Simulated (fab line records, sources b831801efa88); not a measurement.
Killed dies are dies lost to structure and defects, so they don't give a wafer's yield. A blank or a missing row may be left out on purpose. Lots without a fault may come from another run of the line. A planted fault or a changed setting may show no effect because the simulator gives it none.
fab line records | flow sky130 | part 2 of 2: steps 39 to 42 of 42
record lots=7 wafers=18 last_day=50
route steps=708 shown SD_P@327 RES_XHIGH@332 SD_N@342 SALICIDE@361 LI_CONTACT@362 PAD_OPEN@708
lots that met no fault: from a run of the same line without faults
start_h: hours from the record's first day to the start of the lot's first wafer shown | wait_h: hours since the lot's step before | " the same as in the row above | L1.1+2: a row that stands for several wafers | - no value, or no start given | * or withheld: withheld | < > ~ a bound
route shown NAME@n: a module of which the file shows steps, and the number in the route of the first | usual: mean/standard deviation of fault-free wafers | same: alike in all rows | chamber/n: place in a boat | sites: the reading at each site | _std_site: their standard deviation | _edge_site: outer sites' mean less inner sites' | radius_mm: how far each site lies from the wafer's centre | mask NAME#n: copy n | behind: the tool/chamber that last shaped the wafer | hold: why the lot was held/for how many hours/how that ended | device: the transistor (n, p or np) that didn't switch | end of line: the same wafers' tests at the end of the route | a step without rows: its recipe alone | killed: dies lost to structure and defects at the first sort, not the wafer's yield | map: a wafer's dies, x killed, . not, _ none there
set.NAME: the setting as run; set.NAME@STEP: as run at that earlier step | model.NAME: the simulator's own value behind a step, which no gauge read
lots at some steps of the route; a table a step, a row a wafer
services: from which hour (start_h, from the record's first day; less than 0 if before it) a tool's chamber was out of use, for how many hours, and why
## steps
# step SKY_LI_CONTACT_DEHYDRATE_04
# recipe temp_c=200 time_s=60
# step SKY_LI_CONTACT_HMDS_05
# recipe prime_time_s=60 prime_temp_c=120
# step SKY_LI_CONTACT_COAT_06
# recipe resist=BARC temp_c=withheld time_s=withheld spin_rpm=3000 resist_thk_nm=60
# step SKY_PAD_OPEN_PROBE_99
# usual killed_at_M0_to_M3=45/6.9 killed_at_M4_up=3.1/1.7 killed_at_contacts=24/5.7 killed_at_front_end=15/4.6 killed_at_other=0.3/0.57 killed_dies=87/10 killed_on_rim=17/3.9 killed_open=48/7.4 killed_short=39/6.7
# same gross_dies=492 killed_at_back_side=0
# columns lot.wafer tool chamber start_h wait_h killed_at_M0_to_M3 killed_at_M4_up killed_at_contacts killed_at_front_end killed_at_other killed_dies killed_on_rim killed_open killed_short model.etest.res_xhigh_po.rs_ohm_sq_range
L737.1 prober-02 - 1084.41 0.1 47 2 33 14 1 97 19 53 44 38.17
L737.3 prober-02 - 1084.51 0.2 31 1 29 17 0 78 18 50 28 28.58
L737.5 prober-02 - 1084.61 0.2 44 5 29 14 1 93 16 52 41 39.55
L739.2 prober-02 - 1100.46 0.1 53 5 25 17 0 100 18 49 51 152.4
L739.3 prober-02 - 1100.51 0.2 39 5 22 13 1 80 16 41 39 166.5
L739.4 prober-02 - 1100.56 0.2 54 6 16 10 0 86 10 44 42 130.6
L740.3 prober-01 - 1105.00 0.2 52 2 25 9 0 88 16 47 41 88.43
L740.4 prober-01 - 1105.05 0.2 43 3 25 13 0 84 20 51 33 95.98
L740.5 prober-01 - 1105.10 0.2 50 5 34 15 0 104 20 65 39 100.6
L747.2 prober-01 - 1144.97 0.1 42 0 23 8 0 73 14 39 34 80.04
L747.6 prober-01 - 1145.17 0.2 39 5 23 17 0 84 23 49 35 223
L748.4 prober-02 - 1153.31 0.2 33 3 21 18 0 75 14 41 34 56.47
L748.6 prober-02 - 1153.41 0.2 40 4 27 16 0 87 16 44 43 193.8
L750.2 prober-01 - 1155.70 0.1 47 2 18 12 1 80 18 35 45 76.24
L750.6 prober-01 - 1155.90 0.2 37 2 20 10 0 69 14 47 22 229.7
L757.2 prober-01 - 1192.17 0.1 52 8 14 12 0 86 16 50 36 125.9
L757.3 prober-01 - 1192.22 0.2 39 3 23 16 1 82 9 47 35 124.3
L757.4 prober-01 - 1192.27 0.2 52 3 20 11 0 86 20 47 39 101.1
# killed by level:class
L737.1 VIA1:geometric_particle:open=11 CONTACT:geometric_particle:open=11 CONTACT:geometric_particle:short=8 METAL1:geometric_particle:short=7 LI_CONTACT:geometric_particle:open=6 METAL2:geometric_particle:short=6 VIA3:geometric_particle:open=6 VIA2:geometric_particle:open=5
L737.3 CONTACT:geometric_particle:open=14 LI_CONTACT:geometric_particle:open=7 CONTACT:geometric_particle:short=7 FIELD_ISO:geometric_particle:open=5 VIA1:geometric_particle:open=5 METAL2:geometric_particle:open=4 METAL1:geometric_particle:short=4 VIA3:geometric_particle:open=4
L737.5 VIA1:geometric_particle:open=12 LI_CONTACT:geometric_particle:open=9 CONTACT:geometric_particle:open=8 VIA3:geometric_particle:open=8 CONTACT:geometric_particle:short=7 FIELD_ISO:geometric_particle:open=5 FIELD_ISO:geometric_particle:short=5 METAL1:geometric_particle:short=5
L739.2 VIA1:geometric_particle:open=12 CONTACT:geometric_particle:short=11 METAL1:geometric_particle:short=8 CONTACT:geometric_particle:open=6 VIA2:geometric_particle:open=6 VIA1:geometric_particle:short=5 VIA3:geometric_particle:short=5 FIELD_ISO:geometric_particle:open=4
L739.3 CONTACT:geometric_particle:open=10 VIA3:geometric_particle:open=8 LI_CONTACT:geometric_particle:open=6 METAL1:geometric_particle:short=6 VIA1:geometric_particle:short=6 FIELD_ISO:geometric_particle:short=5 METAL4:geometric_particle:short=5 VIA2:geometric_particle:open=4
L739.4 METAL2:geometric_particle:short=11 VIA1:geometric_particle:short=9 VIA1:geometric_particle:open=9 CONTACT:geometric_particle:open=8 VIA3:geometric_particle:open=7 METAL1:geometric_particle:short=5 LI_CONTACT:geometric_particle:open=5 VIA3:geometric_particle:short=4
L740.3 VIA1:geometric_particle:open=13 LI_CONTACT:geometric_particle:open=9 CONTACT:geometric_particle:open=9 METAL1:geometric_particle:short=8 VIA1:geometric_particle:short=8 METAL2:geometric_particle:short=7 VIA3:geometric_particle:open=5 FIELD_ISO:geometric_particle:short=3
L740.4 CONTACT:geometric_particle:open=11 VIA2:geometric_particle:open=9 VIA1:geometric_particle:open=7 LI_CONTACT:geometric_particle:open=6 CONTACT:geometric_particle:short=5 POLY_GATE:geometric_particle:open=5 VIA1:geometric_particle:short=5 VIA3:geometric_particle:short=5
L740.5 CONTACT:geometric_particle:open=17 VIA1:geometric_particle:open=16 VIA2:geometric_particle:open=9 LI_CONTACT:geometric_particle:open=8 VIA1:geometric_particle:short=8 POLY_GATE:geometric_particle:open=5 METAL2:geometric_particle:short=5 METAL1:geometric_particle:short=4
L747.2 METAL2:geometric_particle:short=12 VIA1:geometric_particle:open=11 CONTACT:geometric_particle:open=10 LI_CONTACT:geometric_particle:open=5 VIA3:geometric_particle:open=5 LOCAL_INTERCONNECT:geometric_particle:short=4 FIELD_ISO:geometric_particle:open=3 POLY_GATE:geometric_particle:short=3
L747.6 VIA1:geometric_particle:open=12 CONTACT:geometric_particle:open=10 LI_CONTACT:geometric_particle:open=6 SPACER:geometric_particle:short=5 VIA1:geometric_particle:short=5 VIA3:geometric_particle:open=5 METAL4:geometric_particle:short=5 VIA2:geometric_particle:open=4
L748.4 CONTACT:geometric_particle:open=14 VIA3:geometric_particle:open=9 VIA1:geometric_particle:short=7 POLY_GATE:geometric_particle:short=5 POLY_GATE:geometric_particle:open=5 METAL1:geometric_particle:short=5 LI_CONTACT:geometric_particle:short=5 FIELD_ISO:geometric_particle:open=4
L748.6 VIA1:geometric_particle:open=8 LI_CONTACT:geometric_particle:open=8 CONTACT:geometric_particle:open=7 METAL1:geometric_particle:short=7 METAL2:geometric_particle:short=6 POLY_GATE:geometric_particle:open=5 LOCAL_INTERCONNECT:geometric_particle:short=5 VIA2:geometric_particle:open=5
L750.2 CONTACT:geometric_particle:open=7 VIA1:geometric_particle:open=7 METAL2:geometric_particle:short=7 VIA2:geometric_particle:open=7 CONTACT:geometric_particle:short=5 FIELD_ISO:geometric_particle:short=4 METAL1:geometric_particle:short=4 VIA1:geometric_particle:short=4
L750.6 CONTACT:geometric_particle:open=10 VIA1:geometric_particle:open=10 VIA2:geometric_particle:open=7 LI_CONTACT:geometric_particle:open=5 VIA1:geometric_particle:short=5 VIA3:geometric_particle:open=5 METAL3:geometric_particle:short=3 LOCAL_INTERCONNECT:geometric_particle:short=3
L757.2 VIA1:geometric_particle:open=14 METAL2:geometric_particle:short=9 METAL1:geometric_particle:short=7 VIA2:geometric_particle:open=7 VIA3:geometric_particle:open=6 CONTACT:geometric_particle:short=5 CONTACT:geometric_particle:open=5 METAL4:geometric_particle:short=5
L757.3 VIA1:geometric_particle:open=14 VIA3:geometric_particle:open=9 CONTACT:geometric_particle:open=7 FIELD_ISO:geometric_particle:open=5 VIA1:geometric_particle:short=5 FIELD_ISO:geometric_particle:short=4 LI_CONTACT:geometric_particle:short=4 LI_CONTACT:geometric_particle:open=4
L757.4 VIA2:geometric_particle:open=9 CONTACT:geometric_particle:open=8 VIA1:geometric_particle:open=7 VIA2:geometric_particle:short=6 LI_CONTACT:geometric_particle:open=5 VIA3:geometric_particle:short=5 VIA1:geometric_particle:short=5 VIA3:geometric_particle:open=5
## services
# columns tool chamber start_h hours kind
cmp-02 - 572.00 4.0 pm
implanter-04 - 573.84 2.4 repair
cmp-01 - 586.65 0.9 repair
plasma_asher-01 - 603.11 4.4 repair
implanter-04 - 624.63 5.7 pm
plasma_asher-04 - 639.28 1.6 repair
plasma_asher-01 - 640.17 4.0 repair
cmp-02 - 641.09 5.5 pm
implanter-04 - 676.08 4.2 pm
implanter-04 - 694.46 1.4 repair
implanter-04 - 712.89 3.4 repair
rtp_anneal-02 - 718.28 6.7 pm
plasma_asher-02 - 733.77 9.0 pm
plasma_asher-02 0 733.77 9.0 vent_cycle
plasma_asher-02 1 733.77 9.0 vent_cycle
cmp-02 - 735.17 1.9 repair
cmp-01 - 736.00 1.0 repair
plasma_asher-02 0 742.77 - clean
plasma_asher-02 1 742.77 - clean
cmp-01 - 744.33 4.0 pm
cmp-01 - 748.33 - consumable_replace:conditioner
cmp-01 - 748.33 7.8 pm
plasma_asher-04 - 761.56 10.7 repair
plasma_asher-04 - 806.85 2.8 pm
## key
first_sign none at tools or gauges
model_effect step=SKY_PAD_OPEN_PROBE_99 value=etest.res_xhigh_po.rs_ohm_sq_range without=82.5 struck=215.5
met_at SKY_RES_XHIGH_IMPLANT_07
struck_wafers L747.6,L748.6,L750.6
tester_left_out L747,L748,L750
onset_between 622.20 710.87
fault kind=process_parameter_drift tool=implanter-04 chamber=- onset_h=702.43 steps=SKY_RES_XHIGH_IMPLANT_07 channel=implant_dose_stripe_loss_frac offset=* shape=step end_h=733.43 scope=struck_wafers_only
# tester_left_out: of these lots the tester's yield and bins aren't shown, on N5 and GAA mostly nor the transistor test; their killed dies are dies lost to structure and defects alone, not to doping, threshold or leakage, so they don't give the yield
